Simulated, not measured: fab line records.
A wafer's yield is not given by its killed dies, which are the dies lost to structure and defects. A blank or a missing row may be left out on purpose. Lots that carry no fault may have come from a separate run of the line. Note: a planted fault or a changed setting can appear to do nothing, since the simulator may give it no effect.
What tool caused it? ; flow sky130 ; 45 wafers from 15 lots sampled at 2 of the route's 708 steps

## WHAT THE GAUGES READ, wafer by wafer
SKY_VIA3_CD_MEAS_12 targets a cd of 200 nm. Usual: 200.3 nm for cd nm, sd 1.5.
lot;measured;on;cd nm (nm);flag
L279;day 39 21:56;cd sem-01;199.9 201.7 200.6;
L281;day 40 11:16;cd sem-01;199.7 199.6 200.5;
L283;day 40 21:32;cd sem-01;200.9 200.3 198.7;
L287;day 42 06:02;cd sem-02;203.4 202.2 203.2;
L290;day 42 18:10;cd sem-02;200.9 201.0 202.1;
L291;day 43 07:29;cd sem-02;203.9 201.7 203.2;
L292;day 43 08:37;cd sem-02;198.8 199.8 199.3;
L294;day 44 03:26;cd sem-01;197.3 198.9 199.1;
L295;day 44 09:19;cd sem-02;201.7 202.2 202.4;
L297;day 44 12:34;cd sem-02;200.8 201.4 200.1;
L298;day 45 03:40;cd sem-02;198.2 197.4 198.0;
L299;day 45 08:10;cd sem-02;200.0 198.9 200.0;
L300;day 45 11:20;cd sem-02;201.5 200.2 201.7;
L301;day 45 16:53;cd sem-01;198.8 199.3 199.9;
L302;day 45 22:01;cd sem-02;199.1 200.2 198.3;

SKY_VIA3_OVL_MEAS_13. Usual: VIA3_OVL typically reads -1 nm, with standard deviation 5.2.
lot;measured;on;VIA3_OVL (nm);flag
L279;day 39 22:04;overlay-02;-4 -15 -4;
L281;day 40 11:22;overlay-02;-7 -5 -4;
L283;day 40 21:39;overlay-01;3 -2 8;
L287;day 42 06:09;overlay-02;-10 -9 -7;
L290;day 42 18:17;overlay-02;2 -2 0;
L291;day 43 07:36;overlay-01;-6 1 -5;
L292;day 43 08:43;overlay-01;-5 -1 -3;
L294;day 44 03:31;overlay-01;-4 -12 -4;
L295;day 44 09:25;overlay-01;0 -1 -1;
L297;day 44 12:41;overlay-01;9 3 2;
L298;day 45 03:47;overlay-02;3 -2 0;
L299;day 45 08:17;overlay-02;3 1 0;
L300;day 45 11:28;overlay-02;-3 -9 4;
L301;day 45 16:58;overlay-01;1 -5 2;
L302;day 45 22:08;overlay-02;-1 -5 6;

## WHICH TOOL RAN EACH LOT (tool, then ch and the chambers of the sampled wafers, then the start)
The record holds no process step before these readings.

## AS READ BY THE TOOLS THEMSELVES (means over the sampled wafers that have a number; for cases with no such wafer, the mark the record gives instead)
The record holds no such reading with a usual standard deviation.

## THE ANSWER, worked out from the rows above alone
Rule: lot off if the mean of its wafers having a number is beyond 3 standard deviations from the usual mean. Also off: a lot with no number at a reading for which 4 or more lots have one. The other lots that the step has rows for count as sound. The gauges are gone through in route order, then the tools' own readings, and for those a lot's mean is taken as printed above. At the first step where some lot is off, the reading lying furthest off is the one used; lots without a number count as furthest.
No lot is off at any reading shown: from this, nothing can be told.

## WHAT THE SIMULATOR PUT IN
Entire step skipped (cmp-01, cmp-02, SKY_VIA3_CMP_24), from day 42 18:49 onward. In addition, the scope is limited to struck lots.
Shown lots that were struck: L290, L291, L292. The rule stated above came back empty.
